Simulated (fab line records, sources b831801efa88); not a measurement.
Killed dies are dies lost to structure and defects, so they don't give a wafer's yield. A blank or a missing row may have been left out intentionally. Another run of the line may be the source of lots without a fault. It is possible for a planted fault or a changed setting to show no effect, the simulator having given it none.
The tool behind it: which one? :: flow sky130 :: Sampling: 12 lots, 36 wafers, 5 of 708 route steps

WHAT THE GAUGES READ, wafer by wafer
SKY_SONOS_ONO_OVL_MEAS_14. Usual: SONOS_ONO_OVL 0.3 nm, standard deviation 2.
lot: L532
measured: day 13 00:09
on: overlay-02
SONOS_ONO_OVL (nm): -1.0 -1.5 -0.4
flag: 

lot: L533
measured: day 13 03:21
on: overlay-01
SONOS_ONO_OVL (nm): 2.5 3.4 1.0
flag: 

lot: L534
measured: day 13 14:37
on: overlay-01
SONOS_ONO_OVL (nm): 1.1 1.8 3.8
flag: 

lot: L537
measured: day 14 17:40
on: overlay-01
SONOS_ONO_OVL (nm): -2.6 1.2 -2.4
flag: 

lot: L540
measured: day 15 20:36
on: overlay-01
SONOS_ONO_OVL (nm): 1.2 3.0 0.8
flag: 

lot: L542
measured: day 16 18:43
on: overlay-01
SONOS_ONO_OVL (nm): 2.5 -0.1 0.1
flag: 

lot: L547
measured: day 18 08:35
on: overlay-02
SONOS_ONO_OVL (nm): -3.4 -2.6 -3.1
flag: 

lot: L550
measured: day 19 17:23
on: overlay-02
SONOS_ONO_OVL (nm): -0.6 -1.8 0.1
flag: 

lot: L551
measured: day 20 02:26
on: overlay-01
SONOS_ONO_OVL (nm): 3.9 2.1 4.1
flag: 

lot: L552
measured: day 20 06:32
on: overlay-02
SONOS_ONO_OVL (nm): 2.3 3.2 2.6
flag: 

lot: L554
measured: day 20 08:33
on: overlay-01
SONOS_ONO_OVL (nm): -0.3 0.9 1.4
flag: 

lot: L553
measured: day 20 12:06
on: overlay-02
SONOS_ONO_OVL (nm): 0.7 0.8 0.6
flag: 

SKY_GATE_OXIDE_TW_MEAS_14. Usual: GATE_OXIDE_TW 226.3, standard deviation 1.6.
lot: L532
measured: day 14 05:17
on: film_metro-02
GATE_OXIDE_TW: 225.1 227.6 225.8
flag: 

lot: L533
measured: day 14 07:40
on: film_metro-04
GATE_OXIDE_TW: 223.0 223.8 223.5
flag: 

lot: L534
measured: day 14 18:53
on: film_metro-01
GATE_OXIDE_TW: 228.5 226.4 226.9
flag: 

lot: L537
measured: day 15 23:23
on: film_metro-02
GATE_OXIDE_TW: 226.0 225.7 226.5
flag: 

lot: L540
measured: day 17 04:13
on: film_metro-02
GATE_OXIDE_TW: 227.3 226.9 226.8
flag: 

lot: L542
measured: day 18 02:49
on: film_metro-02
GATE_OXIDE_TW: 225.6 226.7 225.4
flag: 

lot: L547
measured: day 19 17:31
on: film_metro-02
GATE_OXIDE_TW: 225.6 225.7 226.0
flag: 

lot: L550
measured: day 21 03:41
on: film_metro-04
GATE_OXIDE_TW: 222.6 223.9 222.6
flag: 

lot: L551
measured: day 21 12:54
on: film_metro-01
GATE_OXIDE_TW: 228.7 228.0 227.4
flag: 

lot: L552
measured: day 21 16:11
on: film_metro-04
GATE_OXIDE_TW: 224.9 223.4 223.6
flag: 

lot: L554
measured: day 21 18:04
on: film_metro-02
GATE_OXIDE_TW: 226.9 227.9 227.8
flag: 

lot: L553
measured: day 21 21:58
on: film_metro-01
GATE_OXIDE_TW: 227.5 228.1 228.7
flag: 

SKY_POLY_GATE_THK_MEAS_21. Usual: POLY_GATE_OXIDATION_THK 3.98 nm, standard deviation 0.09.
lot: L532
measured: day 16 18:01
on: film_metro-01
POLY_GATE_OXIDATION_THK (nm): 3.95 3.89 3.98
flag: 

lot: L533
measured: day 16 22:53
on: film_metro-01
POLY_GATE_OXIDATION_THK (nm): 4.09 4.00 4.07
flag: 

lot: L534
measured: day 17 13:52
on: film_metro-02
POLY_GATE_OXIDATION_THK (nm): 3.90 3.87 3.86
flag: 

lot: L537
measured: day 18 17:53
on: film_metro-01
POLY_GATE_OXIDATION_THK (nm): 3.92 3.85 3.96
flag: 

lot: L540
measured: day 20 01:02
on: film_metro-02
POLY_GATE_OXIDATION_THK (nm): 5.45 5.36 5.39
flag: OFF

lot: L542
measured: day 20 21:29
on: film_metro-02
POLY_GATE_OXIDATION_THK (nm): 5.24 5.34 5.26
flag: OFF

lot: L547
measured: day 22 12:58
on: film_metro-01
POLY_GATE_OXIDATION_THK (nm): 4.00 4.00 3.91
flag: 

lot: L550
measured: day 23 22:28
on: film_metro-03
POLY_GATE_OXIDATION_THK (nm): 4.03 3.98 4.02
flag: 

lot: L551
measured: day 24 08:28
on: film_metro-03
POLY_GATE_OXIDATION_THK (nm): 4.06 4.22 4.14
flag: 

lot: L552
measured: day 24 11:10
on: film_metro-01
POLY_GATE_OXIDATION_THK (nm): 4.05 4.07 4.04
flag: 

lot: L554
measured: day 24 14:43
on: film_metro-03
POLY_GATE_OXIDATION_THK (nm): 4.07 4.19 4.03
flag: 

lot: L553
measured: day 24 16:20
on: film_metro-03
POLY_GATE_OXIDATION_THK (nm): 4.10 4.06 4.03
flag: 

WHAT TOOL EACH LOT RAN ON (gives the tool, then ch and the chambers of the sampled wafers, and finally the start)
lot: L532
SKY_SONOS_ONO_STRIP_17: plasma_asher-03 ch 0,1, day 13 00:17
SKY_POLY_GATE_OXIDATION_20: furnace-02 ch 0, day 16 16:46

lot: L533
SKY_SONOS_ONO_STRIP_17: plasma_asher-03 ch 0,1, day 13 03:30
SKY_POLY_GATE_OXIDATION_20: furnace-01 ch 0, day 16 21:38

lot: L534
SKY_SONOS_ONO_STRIP_17: plasma_asher-01 ch 0,1, day 13 14:45
SKY_POLY_GATE_OXIDATION_20: furnace-02 ch 0, day 17 12:31

lot: L537
SKY_SONOS_ONO_STRIP_17: plasma_asher-04 ch 0,1, day 14 17:50
SKY_POLY_GATE_OXIDATION_20: furnace-01 ch 0, day 18 16:37

lot: L540
SKY_SONOS_ONO_STRIP_17: plasma_asher-03 ch 0,1, day 15 20:44
SKY_POLY_GATE_OXIDATION_20: furnace-01 ch 0, day 19 23:46

lot: L542
SKY_SONOS_ONO_STRIP_17: plasma_asher-01 ch 0,1, day 16 18:51
SKY_POLY_GATE_OXIDATION_20: furnace-01 ch 0, day 20 20:14

lot: L547
SKY_SONOS_ONO_STRIP_17: plasma_asher-04 ch 0,1, day 18 08:49
SKY_POLY_GATE_OXIDATION_20: furnace-02 ch 0, day 22 11:43

lot: L550
SKY_SONOS_ONO_STRIP_17: plasma_asher-03 ch 0,1, day 19 17:32
SKY_POLY_GATE_OXIDATION_20: furnace-01 ch 0, day 23 21:13

lot: L551
SKY_SONOS_ONO_STRIP_17: plasma_asher-01 ch 0,1, day 20 02:35
SKY_POLY_GATE_OXIDATION_20: furnace-01 ch 0, day 24 07:11

lot: L552
SKY_SONOS_ONO_STRIP_17: plasma_asher-01 ch 0,1, day 20 06:41
SKY_POLY_GATE_OXIDATION_20: furnace-02 ch 0, day 24 09:55

lot: L554
SKY_SONOS_ONO_STRIP_17: plasma_asher-01 ch 0,1, day 20 08:41
SKY_POLY_GATE_OXIDATION_20: furnace-02 ch 0, day 24 13:28

lot: L553
SKY_SONOS_ONO_STRIP_17: plasma_asher-01 ch 0,1, day 20 12:14
SKY_POLY_GATE_OXIDATION_20: furnace-02 ch 0, day 24 15:04
- SKY_SONOS_ONO_STRIP_17: strips in O2/N2.
- SKY_POLY_GATE_OXIDATION_20: stabilise 600 s, purge 300 s, target thk 4 nm.

WHAT THE TOOLS THEMSELVES READ (means of the sampled wafers that have a number; where no wafer has one, the mark that the record gives instead)
SKY_SONOS_ONO_STRIP_17. Usual: drypump_motor_current_A 6.02 A, standard deviation 0.28; oes_product_au 0.711 a.u., standard deviation 0.0049; strip_time_to_endpoint_s 14.09 s, standard deviation 0.045.
lot: L532
tool: plasma_asher-03
drypump_motor_current_A (A): 6.15
oes_product_au (a.u.): 0.709
strip_time_to_endpoint_s (s): 14.10
flag: 

lot: L533
tool: plasma_asher-03
drypump_motor_current_A (A): 6.28
oes_product_au (a.u.): 0.714
strip_time_to_endpoint_s (s): 14.10
flag: 

lot: L534
tool: plasma_asher-01
drypump_motor_current_A (A): 5.88
oes_product_au (a.u.): 0.710
strip_time_to_endpoint_s (s): 14.12
flag: 

lot: L537
tool: plasma_asher-04
drypump_motor_current_A (A): 6.04
oes_product_au (a.u.): 0.711
strip_time_to_endpoint_s (s): 14.05
flag: 

lot: L540
tool: plasma_asher-03
drypump_motor_current_A (A): 6.15
oes_product_au (a.u.): 0.712
strip_time_to_endpoint_s (s): 14.05
flag: 

lot: L542
tool: plasma_asher-01
drypump_motor_current_A (A): 5.74
oes_product_au (a.u.): 0.709
strip_time_to_endpoint_s (s): 14.09
flag: 

lot: L547
tool: plasma_asher-04
drypump_motor_current_A (A): 6.06
oes_product_au (a.u.): 0.707
strip_time_to_endpoint_s (s): 14.05
flag: 

lot: L550
tool: plasma_asher-03
drypump_motor_current_A (A): 6.15
oes_product_au (a.u.): 0.709
strip_time_to_endpoint_s (s): 14.17
flag: 

lot: L551
tool: plasma_asher-01
drypump_motor_current_A (A): 5.90
oes_product_au (a.u.): 0.711
strip_time_to_endpoint_s (s): 14.15
flag: 

lot: L552
tool: plasma_asher-01
drypump_motor_current_A (A): 5.73
oes_product_au (a.u.): 0.713
strip_time_to_endpoint_s (s): 14.13
flag: 

lot: L554
tool: plasma_asher-01
drypump_motor_current_A (A): 5.88
oes_product_au (a.u.): 0.714
strip_time_to_endpoint_s (s): 14.17
flag: 

lot: L553
tool: plasma_asher-01
drypump_motor_current_A (A): 5.90
oes_product_au (a.u.): 0.709
strip_time_to_endpoint_s (s): 14.11
flag: 

SKY_POLY_GATE_OXIDATION_20. Usual: spike_tc_bottom_C is 869.2 C with standard deviation 1.5, spike_tc_centre_C is 851.0 C with standard deviation 1, spike_tc_lower_C is 850.0 C with standard deviation 1.3, spike_tc_top_C is 861.7 C with standard deviation 2.9, spike_tc_upper_C is 848.2 C with standard deviation 1.3, zone_power_centre_pct is 18.47 % with standard deviation 0.29, and zone_power_lower_pct is 15.9 % with standard deviation 0.66.
lot: L532
tool: furnace-02
spike_tc_bottom_C (C): 870.7
spike_tc_centre_C (C): 851.0
spike_tc_lower_C (C): 851.0
spike_tc_top_C (C): 864.1
spike_tc_upper_C (C): 848.7
zone_power_centre_pct (%): 18.25
zone_power_lower_pct (%): 15.3
flag: 

lot: L533
tool: furnace-01
spike_tc_bottom_C (C): 867.4
spike_tc_centre_C (C): 850.9
spike_tc_lower_C (C): 849.3
spike_tc_top_C (C): 858.5
spike_tc_upper_C (C): 847.4
zone_power_centre_pct (%): 18.77
zone_power_lower_pct (%): 16.6
flag: 

lot: L534
tool: furnace-02
spike_tc_bottom_C (C): 869.0
spike_tc_centre_C (C): 851.0
spike_tc_lower_C (C): 850.4
spike_tc_top_C (C): 863.9
spike_tc_upper_C (C): 849.3
zone_power_centre_pct (%): 18.34
zone_power_lower_pct (%): 15.4
flag: 

lot: L537
tool: furnace-01
spike_tc_bottom_C (C): 867.5
spike_tc_centre_C (C): 851.4
spike_tc_lower_C (C): 849.3
spike_tc_top_C (C): 858.5
spike_tc_upper_C (C): 846.9
zone_power_centre_pct (%): 18.70
zone_power_lower_pct (%): 16.6
flag: 

lot: L540
tool: furnace-01
spike_tc_bottom_C (C): 892.6
spike_tc_centre_C (C): 875.9
spike_tc_lower_C (C): 874.0
spike_tc_top_C (C): 882.6
spike_tc_upper_C (C): 872.6
zone_power_centre_pct (%): 20.18
zone_power_lower_pct (%): 17.8
flag: OFF

lot: L542
tool: furnace-01
spike_tc_bottom_C (C): 893.0
spike_tc_centre_C (C): 874.9
spike_tc_lower_C (C): 873.9
spike_tc_top_C (C): 882.3
spike_tc_upper_C (C): 871.4
zone_power_centre_pct (%): 19.65
zone_power_lower_pct (%): 17.6
flag: OFF

lot: L547
tool: furnace-02
spike_tc_bottom_C (C): 870.0
spike_tc_centre_C (C): 851.1
spike_tc_lower_C (C): 850.0
spike_tc_top_C (C): 863.5
spike_tc_upper_C (C): 848.4
zone_power_centre_pct (%): 18.64
zone_power_lower_pct (%): 15.3
flag: 

lot: L550
tool: furnace-01
spike_tc_bottom_C (C): 867.9
spike_tc_centre_C (C): 849.8
spike_tc_lower_C (C): 849.4
spike_tc_top_C (C): 858.2
spike_tc_upper_C (C): 848.0
zone_power_centre_pct (%): 18.74
zone_power_lower_pct (%): 16.8
flag: 

lot: L551
tool: furnace-01
spike_tc_bottom_C (C): 867.7
spike_tc_centre_C (C): 850.4
spike_tc_lower_C (C): 850.0
spike_tc_top_C (C): 859.1
spike_tc_upper_C (C): 846.9
zone_power_centre_pct (%): 18.63
zone_power_lower_pct (%): 16.8
flag: 

lot: L552
tool: furnace-02
spike_tc_bottom_C (C): 869.9
spike_tc_centre_C (C): 851.5
spike_tc_lower_C (C): 850.8
spike_tc_top_C (C): 863.1
spike_tc_upper_C (C): 849.1
zone_power_centre_pct (%): 18.62
zone_power_lower_pct (%): 15.4
flag: 

lot: L554
tool: furnace-02
spike_tc_bottom_C (C): 869.8
spike_tc_centre_C (C): 850.5
spike_tc_lower_C (C): 850.2
spike_tc_top_C (C): 863.2
spike_tc_upper_C (C): 849.0
zone_power_centre_pct (%): 18.16
zone_power_lower_pct (%): 15.4
flag: 

lot: L553
tool: furnace-02
spike_tc_bottom_C (C): 870.5
spike_tc_centre_C (C): 852.2
spike_tc_lower_C (C): 851.2
spike_tc_top_C (C): 864.2
spike_tc_upper_C (C): 849.1
zone_power_centre_pct (%): 18.27
zone_power_lower_pct (%): 15.3
flag: 

THE ANSWER, worked out from the rows above alone
Rule: lot off if the mean of its wafers having a number is beyond 3 standard deviations from the usual mean. A lot without any number at a reading at which 4 lots or more have one is off too. Where the step has rows for the other lots, those lots are counted as sound. Order of review: gauges by route order, followed by the tools' own readings, for which a lot's mean as printed above is used. The first step at which some lot is off is used, and at that step the reading that is off furthest; a lot without a number counts as furthest.
Off: L540, L542, at SKY_POLY_GATE_THK_MEAS_21 (POLY_GATE_OXIDATION_THK).
If a tool, at a process step before that reading, ran all the lots that are off and no sound lot after the first of them, it fits. Not tried: the gauges at SKY_POLY_GATE_THK_MEAS_21; whatever is off there is also off at SKY_POLY_GATE_OXIDATION_20, on other tools, and gauge error can't account for it. Of those tried, none fits.

WHAT HAD BEEN PUT IN BY THE SIMULATOR
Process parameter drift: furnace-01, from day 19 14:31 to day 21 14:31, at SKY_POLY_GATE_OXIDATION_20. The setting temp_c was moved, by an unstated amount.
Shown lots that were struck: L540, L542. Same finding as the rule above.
